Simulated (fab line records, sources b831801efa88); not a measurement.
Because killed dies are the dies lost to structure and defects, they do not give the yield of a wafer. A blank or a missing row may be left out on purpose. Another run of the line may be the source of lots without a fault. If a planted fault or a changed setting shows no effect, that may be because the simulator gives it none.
fab line records    flow sky130
record: lots: 24  wafers: 72  last-day: 50
route steps=708 shown VT_ADJUST_NCORE@127 VT_ADJUST_HVTR@139 GATE_OXIDE@189 METAL1@452 VIA1@474 VIA4@660
lots that met no fault: taken from a fault-free run of the same line
start-h: hours from the record's opening day to when the first of the lot's shown wafers began    wait-h: hours from the lot's prior step to this one    " repeats the value in the row above    L1.1+2: a row that stands for several wafers    - either no value or no given start    * or withheld: withheld    < > ~ a bound
route shown NAME@n: names a module that has steps shown in the file, with the first one's number in the route    usual: mean/standard deviation of fault-free wafers    same: alike in all rows    chamber/n: place in a boat    sites: readings site by site    _std_site: their standard deviation    _edge_site: the outer-site mean with the inner-site mean subtracted    radius-mm: how far each site lies from the wafer's centre    mask NAME#n: copy n    behind: tool/chamber where the wafer was last shaped    hold: why the lot was held/for how many hours/how that ended    device: names the non-switching transistor (n, p or np)    end of line: the route-end tests of the same wafers    for a step that has no rows: nothing shown but its recipe    killed: at the first sort, the dies lost to defects and structure; wafer yield is something else    map: per-die view of a wafer (x killed, . not killed, _ where there is no die)
set.NAME: the setting that was run; set.NAME@STEP: the one run at that earlier step    model.NAME: the simulator's own value behind a step, which no gauge read
steps of the route over a sample of lots; a table a step, a row a wafer
services: a tool's chamber out of use, with start hour (start-h, from the record's first day; less than 0 if before it), hours out, and reason
== steps ==
step: SKY_VT_ADJUST_NCORE_OVL_MEAS_08
usual: VT_ADJUST_NCORE_OVL: 0.2/1.6
lot.wafer  tool        chamber  start-h  wait-h  VT_ADJUST_NCORE_OVL[nm]
L074.1     overlay-02  -        179.64   0.1     0.6
L074.2     "           -        "        "       0.1
L074.3     "           -        "        "       1.6
L075.3     overlay-01  -        186.50   0.1     0.5
L075.5     "           -        "        "       0.3
L075.6     "           -        "        "       1.1
L076.1     overlay-01  -        203.09   0.1     -1.5
L076.2     "           -        "        "       -3.4
L076.6     "           -        "        "       -2.2
L077.2     overlay-02  -        207.37   0.1     2.8
L077.4     "           -        "        "       1.3
L077.6     "           -        "        "       0.4
L078.3     overlay-02  -        215.87   0.1     -0.7
L078.4     "           -        "        "       -0.9
L078.6     "           -        "        "       1.2
L079.2     overlay-01  -        221.27   0.1     -2.8
L079.3     "           -        "        "       -0.4
L079.5     "           -        "        "       -0.6
L080.1     overlay-02  -        227.19   0.1     1.7
L080.3     "           -        "        "       2.9
L080.6     "           -        "        "       3.3
L081.1     overlay-01  -        230.66   0.1     2.0
L081.4     "           -        "        "       0.4
L081.5     "           -        "        "       0.7
L082.1     overlay-02  -        239.59   0.1     1.2
L082.2     "           -        "        "       2.0
L082.4     "           -        "        "       2.3
L083.3     overlay-01  -        245.30   0.1     0.2
L083.5     "           -        "        "       0.7
L083.6     "           -        "        "       -0.2
L084.1     overlay-01  -        252.01   0.1     -1.6
L084.2     "           -        "        "       -2.6
L084.5     "           -        "        "       -2.0
L085.3     overlay-01  -        260.50   0.1     -0.2
L085.4     "           -        "        "       -2.7
L085.6     "           -        "        "       -1.9
L086.1     overlay-01  -        267.41   0.1     -0.3
L086.4     "           -        "        "       0.1
L086.6     "           -        "        "       -1.0
L087.1     overlay-02  -        271.91   0.1     1.8
L087.3     "           -        "        "       1.5
L087.6     "           -        "        "       2.8
L088.3     overlay-01  -        277.92   0.1     -0.3
L088.5     "           -        "        "       0.5
L088.6     "           -        "        "       -2.1
L089.3     overlay-01  -        285.32   0.1     -0.1
L089.5     "           -        "        "       0.5
L089.6     "           -        "        "       -1.9
L090.1     overlay-01  -        298.54   0.1     -3.1
L090.5     "           -        "        "       -1.9
L090.6     "           -        "        "       0.4
L091.1     overlay-02  -        302.49   0.1     1.4
L091.5     "           -        "        "       0.8
L091.6     "           -        "        "       0.9
L092.1     overlay-01  -        306.41   0.1     0.0
L092.3     "           -        "        "       -2.4
L092.4     "           -        "        "       -0.4
L093.3     overlay-02  -        318.02   0.1     2.4
L093.4     "           -        "        "       -0.6
L093.6     "           -        "        "       0.4
L094.3     overlay-02  -        323.32   0.1     -0.4
L094.4     "           -        "        "       1.2
L094.6     "           -        "        "       0.1
L095.1     overlay-01  -        330.16   0.1     2.1
L095.5     "           -        "        "       2.9
L095.6     "           -        "        "       2.2
L096.1     overlay-01  -        332.39   0.1     -2.5
L096.2     "           -        "        "       -0.1
L096.5     "           -        "        "       1.1
L097.1     overlay-02  -        341.81   0.1     4.0
L097.4     "           -        "        "       -0.4
L097.5     "           -        "        "       1.2
step: SKY_VT_ADJUST_HVTR_OVL_MEAS_08
usual: VT_ADJUST_HVTR_OVL: 0.0/1.5
lot.wafer  tool        chamber  start-h  wait-h  VT_ADJUST_HVTR_OVL[nm]
L074.1     overlay-02  -        201.42   0.1     2.9
L074.2     "           -        "        "       2.4
L074.3     "           -        "        "       2.3
L075.3     overlay-01  -        209.12   0.1     -2.9
L075.5     "           -        "        "       -3.9
L075.6     "           -        "        "       -4.8
L076.1     overlay-02  -        224.16   0.1     1.1
L076.2     "           -        "        "       2.4
L076.6     "           -        "        "       2.4
L077.2     overlay-02  -        227.92   0.1     0.5
L077.4     "           -        "        "       2.2
L077.6     "           -        "        "       -0.8
L078.3     overlay-02  -        237.50   0.1     -1.0
L078.4     "           -        "        "       0.5
L078.6     "           -        "        "       0.3
L079.2     overlay-01  -        243.77   0.1     -0.8
L079.3     "           -        "        "       0.2
L079.5     "           -        "        "       -0.6
L080.1     overlay-02  -        250.56   0.1     2.1
L080.3     "           -        "        "       0.2
L080.6     "           -        "        "       1.1
L081.1     overlay-02  -        253.72   0.1     -0.9
L081.4     "           -        "        "       1.2
L081.5     "           -        "        "       0.9
L082.1     overlay-02  -        263.36   0.1     -3.5
L082.2     "           -        "        "       -3.4
L082.4     "           -        "        "       -1.0
L083.3     overlay-02  -        269.83   0.1     -0.2
L083.5     "           -        "        "       -0.1
L083.6     "           -        "        "       0.6
L084.1     overlay-01  -        277.02   0.1     -0.4
L084.2     "           -        "        "       0.3
L084.5     "           -        "        "       -0.7
L085.3     overlay-02  -        284.43   0.1     0.1
L085.4     "           -        "        "       2.2
L085.6     "           -        "        "       2.4
L086.1     overlay-01  -        292.29   0.1     -0.1
L086.4     "           -        "        "       0.6
L086.6     "           -        "        "       -0.2
L087.1     overlay-02  -        296.99   0.1     2.2
L087.3     "           -        "        "       -2.3
L087.6     "           -        "        "       0.2
L088.3     overlay-01  -        302.67   0.1     -1.5
L088.5     "           -        "        "       -1.0
L088.6     "           -        "        "       -0.2
L089.3     overlay-01  -        310.30   0.1     -1.8
L089.5     "           -        "        "       -2.7
L089.6     "           -        "        "       -0.8
L090.1     overlay-01  -        323.52   0.1     1.2
L090.5     "           -        "        "       -0.6
L090.6     "           -        "        "       -0.5
L091.1     overlay-01  -        327.01   0.1     -0.7
L091.5     "           -        "        "       -1.2
L091.6     "           -        "        "       -0.6
L092.1     overlay-02  -        332.09   0.1     1.0
L092.3     "           -        "        "       0.3
L092.4     "           -        "        "       0.1
L093.3     overlay-02  -        345.10   0.1     -0.4
L093.4     "           -        "        "       0.8
L093.6     "           -        "        "       0.9
L094.3     overlay-02  -        349.38   0.1     0.4
L094.4     "           -        "        "       -0.1
L094.6     "           -        "        "       0.2
L095.1     overlay-02  -        356.67   0.1     2.0
L095.5     "           -        "        "       -3.7
L095.6     "           -        "        "       -0.5
L096.1     overlay-01  -        360.14   0.1     -1.8
L096.2     "           -        "        "       -1.8
L096.5     "           -        "        "       -2.4
L097.1     overlay-02  -        369.77   0.1     1.0
L097.4     "           -        "        "       0.7
L097.5     "           -        "        "       2.0
step: SKY_GATE_OXIDE_THK_MEAS_02
recipe: reads: SiO2_of_GATE_OXIDE_OXIDATION_01
usual: GATE_OXIDE_OXIDATION_00_THK: 10.22/0.21
lot.wafer  tool           chamber  start-h  wait-h  GATE_OXIDE_OXIDATION_00_THK[nm]
L074.1     film-metro-03  -        276.33   0.0     10.27
L074.2     "              -        "        "       10.20
L074.3     "              -        "        "       10.15
L075.3     film-metro-04  -        286.30   0.0     10.52
L075.5     "              -        "        "       10.61
L075.6     "              -        "        "       10.60
L076.1     film-metro-03  -        309.50   0.0     10.19
L076.2     "              -        "        "       10.42
L076.6     "              -        "        "       10.25
L077.2     film-metro-04  -        309.51   0.0     10.29
L077.4     "              -        "        "       10.26
L077.6     "              -        "        "       10.35
L078.3     film-metro-03  -        340.76   0.0     10.12
L078.4     "              -        "        "       10.00
L078.6     "              -        "        "       10.11
L080.1     film-metro-02  -        342.15   0.0     10.25
L080.3     "              -        "        "       10.42
L080.6     "              -        "        "       10.34
L079.2     film-metro-03  -        342.16   0.0     10.21
L079.3     "              -        "        "       10.30
L079.5     "              -        "        "       10.45
L081.1     film-metro-03  -        342.21   0.1     9.90
L081.4     "              -        "        "       9.93
L081.5     "              -        "        "       9.87
L082.1     film-metro-02  -        349.06   0.0     10.25
L082.2     "              -        "        "       10.28
L082.4     "              -        "        "       10.09
L083.3     film-metro-02  -        353.18   0.0     10.10
L083.5     "              -        "        "       10.26
L083.6     "              -        "        "       10.30
L084.1     film-metro-03  -        368.63   0.0     10.49
L084.2     "              -        "        "       10.39
L084.5     "              -        "        "       10.55
L085.3     film-metro-03  -        374.28   0.0     9.89
L085.4     "              -        "        "       9.91
L085.6     "              -        "        "       10.10
L086.1     film-metro-04  -        379.07   0.0     10.24
L086.4     "              -        "        "       10.33
L086.6     "              -        "        "       9.95
L087.1     film-metro-03  -        384.69   0.0     10.11
L087.3     "              -        "        "       10.12
L087.6     "              -        "        "       10.30
L088.3     film-metro-03  -        392.27   0.0     10.30
L088.5     "              -        "        "       10.10
L088.6     "              -        "        "       10.31
L089.3     film-metro-03  -        400.46   0.0     10.17
L089.5     "              -        "        "       10.38
L089.6     "              -        "        "       10.38
L090.1     film-metro-03  -        415.04   0.0     9.82
L090.5     "              -        "        "       10.09
L090.6     "              -        "        "       10.05
L091.1     film-metro-02  -        420.64   0.0     9.72
L091.5     "              -        "        "       9.88
L091.6     "              -        "        "       9.73
L092.1     film-metro-03  -        428.42   0.0     10.09
L092.3     "              -        "        "       10.10
L092.4     "              -        "        "       10.15
L093.3     film-metro-04  -        440.07   0.0     10.38
L093.4     "              -        "        "       10.38
L093.6     "              -        "        "       10.36
L094.3     film-metro-04  -        445.21   0.0     10.33
L094.4     "              -        "        "       10.04
L094.6     "              -        "        "       10.21
L095.1     film-metro-03  -        450.39   0.0     10.12
L095.5     "              -        "        "       10.02
L095.6     "              -        "        "       10.16
L096.1     film-metro-02  -        455.97   0.0     10.55
L096.2     "              -        "        "       10.54
L096.5     "              -        "        "       10.41
L097.1     film-metro-02  -        464.96   0.0     10.18
L097.4     "              -        "        "       10.21
L097.5     "              -        "        "       10.19
step: SKY_METAL1_ETCH_18
recipe: chemistry: N2/H2  target: BARC  ion-energy-ev: 200  bias-w: 100  pressure-mtorr: 30  n2-flow-sccm: 100  h2-flow-sccm: 200  icp-w: 500  stop-on: SiO2  time-s: 45.9  target-depth-a: 600
usual: drypump-motor-current-A: 5.8/0.33  oes-product-au: 0.855/0.0043  throttle-valve-pct: 13.227/0.0083
lot.wafer  tool          chamber  start-h  wait-h  drypump-motor-current-A  oes-product-au  rf-hours-counter-h  throttle-valve-pct
L074.1     rie-metal-02  0        760.38   0.0     5.9                      0.865           13                  13.232
L074.2     "             1        "        "       6.0                      0.859           2                   13.231
L074.3     "             0        "        "       5.9                      0.856           -                   13.226
L075.3     rie-metal-04  0        766.88   0.0     5.4                      0.857           -                   13.222
L075.5     "             0        "        "       5.4                      0.854           -                   13.221
L075.6     "             1        "        "       6.4                      0.860           -                   13.233
L076.1     rie-metal-04  0        785.88   0.0     5.4                      0.858           15                  13.211
L076.2     "             1        "        "       6.4                      0.853           1                   13.230
L076.6     "             1        "        "       6.4                      0.848           -                   13.222
L077.2     rie-metal-03  0        789.68   0.0     5.6                      0.846           9                   13.225
L077.4     "             1        "        "       5.6                      0.852           -                   13.216
L077.6     "             0        "        "       5.6                      0.864           -                   13.218
L078.3     rie-metal-03  0        820.65   0.0     5.6                      0.853           -                   13.237
L078.4     "             1        "        "       5.6                      0.853           -                   13.222
L078.6     "             0        "        "       5.5                      0.852           -                   13.242
L081.1     rie-metal-04  1        823.68   0.0     6.4                      0.855           3                   13.222
L081.4     "             0        "        "       5.4                      0.853           -                   13.227
L081.5     "             1        "        "       6.4                      0.863           -                   13.218
L080.1     rie-metal-02  0        824.16   0.0     5.9                      0.851           16                  13.241
L080.3     "             1        "        "       6.0                      0.850           -                   13.224
L080.6     "             0        "        "       5.9                      0.854           -                   13.226
L079.2     rie-metal-03  1        825.08   0.0     5.6                      0.856           5                   13.222
L079.3     "             1        "        "       5.6                      0.853           -                   13.231
L079.5     "             0        "        "       5.6                      0.859           -                   13.224
L082.1     rie-metal-02  1        827.33   0.0     6.0                      0.854           4                   13.230
L082.2     "             0        "        "       5.9                      0.852           16                  13.224
L082.4     "             0        "        "       5.9                      0.854           -                   13.241
L083.3     rie-metal-04  0        832.98   0.0     5.4                      0.857           -                   13.231
L083.5     "             0        "        "       5.4                      0.856           -                   13.223
L083.6     "             1        "        "       6.4                      0.852           -                   13.232
L085.3     rie-metal-02  0        849.28   0.0     5.9                      0.852           -                   13.235
L085.4     "             1        "        "       6.0                      0.854           -                   13.220
L085.6     "             0        "        "       5.9                      0.856           -                   13.215
L084.1     rie-metal-04  1        853.18   0.0     6.4                      0.856           4                   13.226
L084.2     "             0        "        "       5.4                      0.852           2                   13.249
L084.5     "             0        "        "       5.4                      0.850           -                   13.224
L086.1     rie-metal-03  0        853.73   0.0     5.6                      0.857           11                  13.235
L086.4     "             1        "        "       5.6                      0.856           -                   13.223
L086.6     "             0        "        "       5.6                      0.862           -                   13.236
L087.1     rie-metal-03  0        862.43   0.0     5.6                      0.857           11                  13.213
L087.3     "             1        "        "       5.6                      0.852           -                   13.214
L087.6     "             0        "        "       5.6                      0.855           -                   13.230
L088.3     rie-metal-02  1        865.98   0.1     6.0                      0.851           -                   13.247
L088.5     "             1        "        "       6.0                      0.852           -                   13.219
L088.6     "             1        "        "       6.0                      0.852           -                   13.228
L089.3     rie-metal-04  1        873.70   0.0     6.4                      0.848           -                   13.206
L089.5     "             0        "        "       5.4                      0.853           -                   13.222
L089.6     "             1        "        "       6.4                      0.865           -                   13.233
L090.1     rie-metal-03  0        886.56   0.0     5.6                      0.859           12                  13.220
L090.5     "             0        "        "       5.6                      0.854           -                   13.214
L090.6     "             1        "        "       5.6                      0.858           -                   13.227
L091.1     rie-metal-04  1        892.03   0.0     6.3                      0.856           5                   13.247
L091.5     "             1        "        "       6.4                      0.855           -                   13.230
L091.6     "             0        "        "       5.4                      0.853           -                   13.232
L092.1     rie-metal-03  0        899.76   0.0     5.6                      0.848           13                  13.218
L092.3     "             0        "        "       5.6                      0.853           -                   13.224
L092.4     "             1        "        "       5.6                      0.853           -                   13.214
L093.3     rie-metal-02  0        905.65   0.0     5.9                      0.854           -                   13.227
L093.4     "             1        "        "       6.0                      0.844           -                   13.223
L093.6     "             0        "        "       5.9                      0.853           -                   13.217
L094.3     rie-metal-04  0        908.85   0.0     5.4                      0.860           -                   13.229
L094.4     "             1        "        "       6.4                      0.856           -                   13.235
L094.6     "             0        "        "       5.4                      0.855           -                   13.216
L095.1     rie-metal-02  1        913.31   0.0     6.0                      0.855           10                  13.221
L095.5     "             0        "        "       5.9                      0.857           -                   13.239
L095.6     "             1        "        "       6.0                      0.851           -                   13.235
L096.1     rie-metal-03  1        921.63   0.0     5.6                      0.854           9                   13.226
L096.2     "             0        "        "       5.6                      0.862           14                  13.224
L096.5     "             0        "        "       5.6                      0.850           -                   13.219
L097.1     rie-metal-04  0        928.98   0.0     5.4                      0.854           5                   13.220
L097.4     "             0        "        "       5.4                      0.856           -                   13.218
L097.5     "             0        "        "       5.4                      0.855           -                   13.212
step: SKY_VIA1_STRIP_16
recipe: chemistry: O2/N2  power-w: 1400  pressure-mtorr: 1500  platen-temp-c: withheld  o2-flow-sccm: 3000  n2-flow-sccm: 300  overash-fraction: 0.5
usual: drypump-motor-current-A: 5.5/0.33  oes-product-au: 0.416/0.0045  strip-time-to-endpoint-s: 4.460/0.022
lot.wafer  tool             chamber  start-h  wait-h  drypump-motor-current-A  oes-product-au  rf-hours-counter-h  strip-time-to-endpoint-s
L074.1     plasma-asher-02  0        789.17   0.0     5.6                      0.418           5                   4.476
L074.2     "                1        "        "       5.1                      0.420           5                   4.478
L074.3     "                0        "        "       5.6                      0.410           -                   4.473
L075.3     plasma-asher-01  0        795.33   0.1     5.2                      0.414           -                   4.452
L075.5     "                0        "        "       5.2                      0.419           -                   4.485
L075.6     "                1        "        "       5.6                      0.409           -                   4.455
L076.1     plasma-asher-02  0        814.24   0.0     5.6                      0.413           8                   4.452
L076.2     "                1        "        "       5.2                      0.419           8                   4.443
L076.6     "                1        "        "       5.1                      0.411           -                   4.435
L077.2     plasma-asher-02  1        817.62   0.0     5.1                      0.411           8                   4.417
L077.4     "                1        "        "       5.2                      0.412           -                   4.456
L077.6     "                0        "        "       5.7                      0.415           -                   4.418
L078.3     plasma-asher-02  1        848.70   0.1     5.2                      0.422           -                   4.448
L078.4     "                0        "        "       5.6                      0.407           -                   4.412
L078.6     "                1        "        "       5.2                      0.418           -                   4.451
L081.1     plasma-asher-02  1        851.73   0.0     5.1                      0.419           12                  4.482
L081.4     "                1        "        "       5.2                      0.410           -                   4.473
L081.5     "                0        "        "       5.7                      0.414           -                   4.484
L080.1     plasma-asher-01  1        851.87   0.0     5.5                      0.415           43                  4.490
L080.3     "                0        "        "       5.2                      0.413           -                   4.475
L080.6     "                0        "        "       5.2                      0.421           -                   4.501
L079.2     plasma-asher-01  0        853.19   0.0     5.2                      0.405           43                  4.451
L079.3     "                0        "        "       5.1                      0.416           -                   4.474
L079.5     "                0        "        "       5.2                      0.412           -                   4.450
L082.1     plasma-asher-02  1        855.17   0.0     5.1                      0.424           12                  4.486
L082.2     "                0        "        "       5.6                      0.415           12                  4.470
L082.4     "                0        "        "       5.6                      0.420           -                   4.501
L083.3     plasma-asher-02  0        860.75   0.1     5.6                      0.415           -                   4.446
L083.5     "                1        "        "       5.2                      0.417           -                   4.431
L083.6     "                0        "        "       5.6                      0.412           -                   4.401
L085.3     plasma-asher-01  1        877.15   0.1     5.5                      0.422           -                   4.467
L085.4     "                0        "        "       5.1                      0.409           -                   4.468
L085.6     "                1        "        "       5.6                      0.419           -                   4.482
L084.1     plasma-asher-04  1        880.28   0.0     5.7                      0.409           101                 4.478
L084.2     "                0        "        "       6.1                      0.412           101                 4.449
L084.5     "                0        "        "       6.1                      0.412           -                   4.457
L086.1     plasma-asher-04  0        881.35   0.0     6.1                      0.410           101                 4.441
L086.4     "                0        "        "       6.1                      0.421           -                   4.458
L086.6     "                1        "        "       5.7                      0.411           -                   4.469
L087.1     plasma-asher-02  0        888.93   0.0     5.6                      0.415           16                  4.447
L087.3     "                1        "        "       5.2                      0.420           -                   4.451
L087.6     "                0        "        "       5.6                      0.427           -                   4.464
L088.3     plasma-asher-02  0        892.98   0.1     5.6                      0.416           -                   4.437
L088.5     "                1        "        "       5.2                      0.410           -                   4.461
L088.6     "                0        "        "       5.7                      0.413           -                   4.436
L089.3     plasma-asher-02  1        900.20   0.1     5.2                      0.415           -                   4.467
L089.5     "                0        "        "       5.6                      0.411           -                   4.443
L089.6     "                1        "        "       5.1                      0.414           -                   4.460
L090.1     plasma-asher-01  1        912.68   0.0     5.6                      0.415           49                  4.487
L090.5     "                1        "        "       5.5                      0.412           -                   4.434
L090.6     "                0        "        "       5.1                      0.408           -                   4.485
L091.1     plasma-asher-01  0        917.83   0.0     5.2                      0.420           50                  4.474
L091.5     "                0        "        "       5.1                      0.415           -                   4.451
L091.6     "                1        "        "       5.6                      0.415           -                   4.487
L092.1     plasma-asher-04  1        926.67   0.0     5.7                      0.413           105                 4.468
L092.3     "                1        "        "       5.7                      0.418           -                   4.469
L092.4     "                0        "        "       6.1                      0.417           -                   4.446
L093.3     plasma-asher-02  0        931.68   0.1     5.7                      0.412           -                   4.459
L093.4     "                1        "        "       5.2                      0.418           -                   4.459
L093.6     "                0        "        "       5.6                      0.414           -                   4.452
L094.3     plasma-asher-04  1        934.70   0.1     5.6                      0.415           -                   4.468
L094.4     "                0        "        "       6.1                      0.420           -                   4.470
L094.6     "                0        "        "       6.1                      0.419           -                   4.458
L095.1     plasma-asher-04  0        939.19   0.0     6.1                      0.420           106                 4.446
L095.5     "                0        "        "       6.1                      0.414           -                   4.455
L095.6     "                1        "        "       5.7                      0.422           -                   4.491
L096.1     plasma-asher-04  0        948.18   0.0     6.1                      0.416           107                 4.476
L096.2     "                1        "        "       5.7                      0.420           107                 4.452
L096.5     "                0        "        "       6.1                      0.415           -                   4.486
L097.1     plasma-asher-04  0        954.71   0.0     6.2                      0.416           108                 4.466
L097.4     "                1        "        "       5.6                      0.424           -                   4.459
L097.5     "                0        "        "       6.1                      0.414           -                   4.476
step: SKY_VIA4_CMP_21
recipe: stop-on: SiO2  t-overpolish-s: 25  down-force-psi: 3.5  platen-rpm: 60  target-thk-nm: 0  pad-velocity-m-s: 0.94248
usual: motor-current-A: 11.0/0.94  overpolish-run-s: 25.000/0.0085  time-to-endpoint-s: 122/4
lot.wafer  tool    chamber  start-h  wait-h  motor-current-A  overpolish-run-s  time-to-endpoint-s
L074.1     cmp-01  3        1001.93  0.1     9.2              25.001            120
L074.3     "       0        "        "       11.3             25.009            121
L074.2     "       2        "        "       12.6             25.005            120
L075.3     cmp-02  2        1008.02  0.2     11.9             24.998            127
L075.5     "       0        "        "       11.6             25.003            125
L075.6     "       1        "        "       11.6             24.987            124
L076.1     cmp-02  2        1025.62  0.1     10.7             25.008            118
L076.2     "       3        "        "       10.8             25.016            115
L076.6     "       3        "        "       10.9             24.998            120
L077.4     cmp-01  1        1026.74  0.0     10.5             24.991            123
L077.2     "       3        "        "       9.4              24.995            123
L077.6     "       1        "        "       10.8             24.996            120
L078.3     cmp-01  2        1053.19  0.0     11.7             25.000            124
L078.4     "       1        "        "       10.8             25.009            122
L078.6     "       2        "        "       11.6             24.995            127
L081.1     cmp-01  1        1055.44  0.1     10.3             24.994            127
L081.4     "       0        "        "       11.4             25.006            126
L081.5     "       2        "        "       11.6             24.992            129
L080.1     cmp-01  1        1056.10  0.1     10.3             25.006            126
L080.3     "       0        "        "       11.8             25.004            122
L080.6     "       2        "        "       11.9             24.992            124
L079.3     cmp-01  0        1057.39  0.1     11.8             24.988            127
L079.2     "       1        "        "       11.0             24.994            127
L079.5     "       0        "        "       11.5             24.999            125
L082.1     cmp-02  2        1058.49  0.1     11.3             24.991            123
L082.4     "       3        "        "       11.4             24.999            116
L082.2     "       0        "        "       11.8             24.992            121
L083.3     cmp-02  0        1062.79  0.1     11.4             25.004            117
L083.6     "       3        "        "       11.3             24.999            111
L083.5     "       0        "        "       12.2             24.994            118
L085.4     cmp-01  3        1077.87  0.1     9.5              24.997            125
L085.3     "       0        "        "       11.4             24.992            127
L085.6     "       0        "        "       12.5             25.009            125
L084.1     cmp-01  0        1079.47  0.2     11.0             24.992            121
L084.2     "       1        "        "       11.2             25.003            126
L084.5     "       2        "        "       11.7             25.007            124
L086.1     cmp-01  2        1081.29  0.1     11.6             24.990            130
L086.4     "       3        "        "       8.9              24.987            125
L086.6     "       2        "        "       12.2             25.001            129
L087.1     cmp-02  2        1086.24  0.1     11.5             25.009            120
L087.3     "       3        "        "       10.4             25.015            115
L087.6     "       1        "        "       11.2             25.016            115
L088.3     cmp-01  2        1088.34  0.2     11.0             25.012            120
L088.5     "       3        "        "       9.4              25.008            118
L088.6     "       0        "        "       11.0             24.990            119
L089.3     cmp-01  2        1095.77  0.1     11.6             24.994            123
L089.5     "       0        "        "       11.2             25.005            118
L089.6     "       1        "        "       10.3             24.997            119
L090.1     cmp-02  2        1104.84  0.1     11.0             25.001            120
L090.6     "       0        "        "       12.2             24.993            128
L090.5     "       1        "        "       11.6             24.973            119
L091.1     cmp-01  2        1108.29  0.1     12.7             24.998            124
L091.5     "       2        "        "       10.8             25.001            124
L091.6     "       3        "        "       9.2              25.007            125
L092.4     cmp-01  0        1116.81  0.1     11.4             24.986            128
L092.3     "       1        "        "       9.9              25.017            125
L092.1     "       2        "        "       11.4             24.997            121
L093.3     cmp-02  3        1122.29  0.1     11.0             25.001            120
L093.4     "       0        "        "       11.5             24.993            124
L093.6     "       1        "        "       11.5             25.016            121
L094.3     cmp-01  3        1124.79  0.0     9.5              24.989            127
L094.4     "       2        "        "       11.5             25.021            126
L094.6     "       3        "        "       9.9              24.989            124
L095.1     cmp-02  2        1126.74  0.2     11.5             25.003            124
L095.5     "       3        "        "       11.2             25.022            119
L095.6     "       0        "        "       11.7             25.010            125
L096.1     cmp-01  0        1134.74  0.1     11.6             25.004            119
L096.2     "       2        "        "       12.1             25.000            121
L096.5     "       0        "        "       12.0             24.999            119
L097.1     cmp-02  2        1140.27  0.1     10.8             24.992            121
L097.4     "       3        "        "       10.8             25.006            116
L097.5     "       3        "        "       10.8             24.997            117
== services ==
tool             chamber  start-h  hours  kind
cmp-02           -        743.57   1.6    repair
cmp-01           -        745.76   4.0    pm
cmp-01           -        745.77   0.9    repair
cmp-01           -        759.12   1.3    repair
cmp-02           -        786.64   30.2   repair
cmp-02           -        804.44   1.9    repair
cmp-02           -        815.79   3.2    repair
cmp-01           -        849.92   7.5    pm
rie-metal-04     1        886.63   3.6    repair
cmp-02           -        887.99   2.6    repair
rie-metal-04     -        895.03   2.8    pm
cmp-02           -        912.00   4.0    pm
cmp-02           -        916.32   6.9    pm
plasma-asher-02  -        958.20   0.5    repair
cmp-02           -        994.74   6.1    pm
plasma-asher-02  -        996.90   28.1   pm
rie-metal-04     -        1003.65  1.4    pm
cmp-02           -        1014.51  2.5    repair
cmp-02           -        1068.86  0.3    repair
cmp-01           -        1076.72  0.4    repair
cmp-01           -        1081.59  4.0    pm
plasma-asher-02  -        1082.03  0.9    repair
cmp-02           -        1091.41  5.5    repair
cmp-01           -        1135.68  1.6    repair
== key ==
fault none
